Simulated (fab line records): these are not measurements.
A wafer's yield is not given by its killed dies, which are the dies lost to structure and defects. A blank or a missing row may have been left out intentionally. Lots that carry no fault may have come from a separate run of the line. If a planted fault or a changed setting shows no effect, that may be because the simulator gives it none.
Matching of chambers ; flow sfq-line ; rie-diel-04 running SFQ_TRILAYER_I6_VIA_BARC_OPEN_VIA_ETCH_235: 3 sister chambers
The step etches BARC in O2, target depth 125 nm, time 41.7 s. 3 wafers are shown with their chamber, then 4 later ones without.

== EACH WAFER AND ITS CHAMBER ==
wafer;chamber;drypump-motor-current-A (A)
L561.3;0;6.2
L567.3;2;6.7
L567.4;3;5.8

== WAFERS WITH NO CHAMBER GIVEN ==
wafer;drypump-motor-current-A (A)
L577.1;5.7
L577.4;6.7
L579.3;6.7
L579.4;6.2

== WHICH CHAMBER EACH WENT THROUGH ==
wafer;from the rows above;in truth
L577.1;3;3
L577.4;2;2
L579.3;2;2
L579.4;0;0
Correct placement for 4 of the 4. Left unplaced by these rows: 0. Number placed wrongly: 0.
How it was worked out, from the rows above alone: a wafer's distance from a chamber is the root of the sum, over the readings, of the square of ((its reading less the chamber's mean) divided by the reading's scatter). The wafer belongs to the nearest chamber; if the next one is less than 2 further off, it can't be placed. A chamber's mean is the mean of its shown wafers. The scatter (one wafer shown for each chamber): square how far every hidden wafer sits from the nearest shown wafer, average those squares and take the square root.
